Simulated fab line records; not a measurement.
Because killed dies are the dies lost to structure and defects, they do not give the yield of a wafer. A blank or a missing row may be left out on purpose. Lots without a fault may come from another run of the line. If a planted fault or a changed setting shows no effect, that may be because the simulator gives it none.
Check of tool commonality -- flow gf180mcu -- Lots sampled 13, wafers sampled 45

== REASON IT WAS OPENED ==
At GF_NWELL_TW_MEAS_11 the reading NWELL_TW is flagged on 2 of 13 lots. Fault-free wafers read 1574, with a standard deviation of 14.
Rule: a lot gets a flag if all its wafers with a number sit over 4 standard deviations from that mean, or if no wafer of it has a number. The rest of the lots are taken to be sound.

lot,measured,on,"NWELL_TW, wafer by wafer",flag
L225,day 3 13:43,filmMetro-03,1561 1567 1567,
L226,day 3 17:23,filmMetro-02,1581 1577 1570,
L229,day 4 10:26,filmMetro-04,1578 1578 1585,
L230,day 4 16:58,filmMetro-04,1571 1583 1578,
L231,day 5 00:38,filmMetro-04,1582 1585 1586,
L232,day 5 03:47,filmMetro-03,1552 1560 1556,
L233,day 5 10:44,filmMetro-02,1567 1573 1569,
L234,day 5 14:42,filmMetro-04,1439 1433 1438 1437 1444 1432,FLAGGED
L237,day 6 06:06,filmMetro-03,1411 1410 1409 1414 1410 1405,FLAGGED
L242,day 7 17:10,filmMetro-04,1590 1590 1588,
L244,day 7 20:11,filmMetro-04,1590 1593 1587,
L247,day 8 12:35,filmMetro-03,1554 1543 1556,
L246,day 8 14:04,filmMetro-02,1573 1574 1574,
The mean of the flagged lots' numbers is 1424, -150 from the usual (-11 standard deviations).

== EACH LOT AND THE TOOL IT RAN ON ==
The record keeps 1 process step preceding the reading, out of 602 steps on the route. Read each cell as the tool, then ch plus the chambers that the sampled wafers visited, then the start.
lot,flag,GF_NWELL_IMPLANT_08
L225,,"implanter-04 ch 0, day 3 13:19"
L226,,"implanter-01 ch 0, day 3 16:59"
L229,,"implanter-01 ch 0, day 4 10:02"
L230,,"implanter-01 ch 0, day 4 16:34"
L231,,"implanter-04 ch 0, day 5 00:14"
L232,,"implanter-01 ch 0, day 5 03:23"
L233,,"implanter-03 ch 0, day 5 10:20"
L234,FLAGGED,"implanter-01 ch 0, day 5 14:18"
L237,FLAGGED,"implanter-01 ch 0, day 6 05:42"
L242,,"implanter-04 ch 0, day 7 16:46"
L244,,"implanter-04 ch 0, day 7 19:47"
L247,,"implanter-01 ch 0, day 8 12:13"
L246,,"implanter-01 ch 0, day 8 13:42"
These steps, and what they do:
- GF_NWELL_IMPLANT_08
- GF_NWELL_TW_MEAS_11

== FLAGGED OVER TOTAL, TOOL BY TOOL (the gauges that took the reading come last) ==
step,tool,lots run,flagged,share of the flagged lots,sound lots run after its first flagged lot
GF_NWELL_IMPLANT_08,implanter-01,8,2,all,"2 (L247,L246)"
GF_NWELL_IMPLANT_08,implanter-03,1,0,none,-
GF_NWELL_IMPLANT_08,implanter-04,4,0,none,-
GF_NWELL_TW_MEAS_11,filmMetro-02,3,0,none,-
GF_NWELL_TW_MEAS_11,filmMetro-03,4,1,some,1 (L247)
GF_NWELL_TW_MEAS_11,filmMetro-04,6,1,some,"2 (L242,L244)"

== WHAT THE TABLE ALLOWS ==
All flagged lots share 1 row of the table, namely implanter-01 at GF_NWELL_IMPLANT_08.
- implanter-01 at GF_NWELL_IMPLANT_08: 2 of its 8 lots flagged. After the first flagged lot (L247, L246), sound lots still ran on it; a lasting fault on the whole tool would not permit that. Its own readings (doseIonsCm2, faradayCurrentUA) fall more than 4 standard deviations out on all wafers of the flagged lots.
No row of the table ran every flagged lot and no sound lot after the first.

== WHAT WAS PUT IN BY THE SIMULATOR ==
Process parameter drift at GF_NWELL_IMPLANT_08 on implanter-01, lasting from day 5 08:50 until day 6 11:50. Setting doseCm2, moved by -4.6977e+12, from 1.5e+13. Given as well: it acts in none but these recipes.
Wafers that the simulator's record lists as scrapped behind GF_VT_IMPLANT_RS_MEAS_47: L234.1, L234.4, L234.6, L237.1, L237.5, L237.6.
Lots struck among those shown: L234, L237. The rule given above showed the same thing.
